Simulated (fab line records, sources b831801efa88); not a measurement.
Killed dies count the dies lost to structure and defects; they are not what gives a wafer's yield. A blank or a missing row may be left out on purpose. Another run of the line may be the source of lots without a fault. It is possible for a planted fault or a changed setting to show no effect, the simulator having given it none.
Check of tool commonality ; flow gf180mcu ; Sampled: 14 lots, 42 wafers

THE REASON FOR OPENING IT
2 of 14 lots carry a flag on the reading HV_LDD_CVD_54_THK at GF_HV_LDD_THK_MEAS_55. Wafers without a fault read 9.95 nm, standard deviation 0.14.
Rule: a lot is flagged in two cases, either no wafer of it has a number, or all its wafers with numbers fall more than 4 standard deviations from that mean. All remaining lots are regarded as sound.

lot;measured;on;HV_LDD_CVD_54_THK (nm), wafer by wafer;flag
L300;day 12 19:11;film metro-04;10.00 10.02 9.99;
L301;day 13 00:00;film metro-03;10.18 10.11 10.15;
L303;day 13 13:53;film metro-01;10.05 10.02 10.00;
L305;day 14 10:03;film metro-04;9.95 9.89 10.02;
L306;day 14 16:45;film metro-03;10.07 9.94 9.99;
L307;day 15 02:28;film metro-01;9.91 10.02 10.13;
L308;day 15 12:44;film metro-03;10.20 10.18 10.09;
L309;day 15 19:26;film metro-01;9.90 9.91 9.94;
L311;day 16 13:00;film metro-01;10.16 10.13 10.02;
L313;day 17 03:34;film metro-01;9.89 9.88 9.94;
L316;day 18 10:00;film metro-04;14.59 14.63 14.48;FLAGGED
L318;day 18 20:49;film metro-03;14.53 14.47 14.59;FLAGGED
L319;day 19 01:21;film metro-04;9.96 9.97 10.03;
L322;day 20 07:08;film metro-04;9.85 9.86 9.86;
The numbers of the flagged lots are 14.55 nm on average: +4.60 nm against the usual, or +33 standard deviations.

TOOL THAT RAN EACH LOT
The record holds 1 process step before the reading, out of a route of 602 steps. Every cell lists first the tool, next ch and the chambers used by the sampled wafers, and last the start.
lot;flag;GF_HV_LDD_CVD_54
L300;;lpcvd-02 ch 1, day 12 16:53
L301;;lpcvd-02 ch 1, day 12 22:28
L303;;lpcvd-01 ch 1, day 13 12:20
L305;;lpcvd-02 ch 0, day 14 09:02
L306;;lpcvd-02 ch 0, day 14 15:43
L307;;lpcvd-01 ch 1, day 15 01:25
L308;;lpcvd-02 ch 1, day 15 11:43
L309;;lpcvd-02 ch 1, day 15 18:25
L311;;lpcvd-02 ch 0, day 16 11:59
L313;;lpcvd-02 ch 0, day 17 02:32
L316;FLAGGED;lpcvd-02 ch 0, day 18 08:59
L318;FLAGGED;lpcvd-02 ch 1, day 18 19:47
L319;;lpcvd-01 ch 0, day 19 00:20
L322;;lpcvd-01 ch 0, day 20 06:04
What is done by these steps:
- GF_HV_LDD_CVD_54: deposits SiO2 from TEOS, target thk 10 nm, time 75 s.
- GF_HV_LDD_THK_MEAS_55

FLAGGED AGAINST TOTAL, ONE TOOL AT A TIME (gauges that did the reading follow at the end)
step;tool;lots run;flagged;share of the flagged lots;sound lots run after its first flagged lot
GF_HV_LDD_CVD_54;lpcvd-01;4;0;none;-
GF_HV_LDD_CVD_54;lpcvd-02;10;2;all;0
GF_HV_LDD_THK_MEAS_55;film metro-01;5;0;none;-
GF_HV_LDD_THK_MEAS_55;film metro-03;4;1;some;0
GF_HV_LDD_THK_MEAS_55;film metro-04;5;1;some;2 (L319,L322)

WHAT IS ALLOWED BY THE TABLE
All flagged lots share 1 row of the table, namely lpcvd-02 at GF_HV_LDD_CVD_54.
- lpcvd-02 at GF_HV_LDD_CVD_54 ran 10 lots, 2 of them flagged. Its last sound lot is L313 (day 17 02:32), its first flagged lot L316 (day 18 08:59): a fault that began between those two fits.
Left over: one tool, lpcvd-02 at GF_HV_LDD_CVD_54.

WHAT HAD BEEN PUT IN BY THE SIMULATOR
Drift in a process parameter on lpcvd-02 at GF_HV_LDD_CVD_54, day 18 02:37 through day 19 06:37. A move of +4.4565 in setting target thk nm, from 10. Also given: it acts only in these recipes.
Struck lots among those shown: L316, L318. The rule given above showed the same thing.
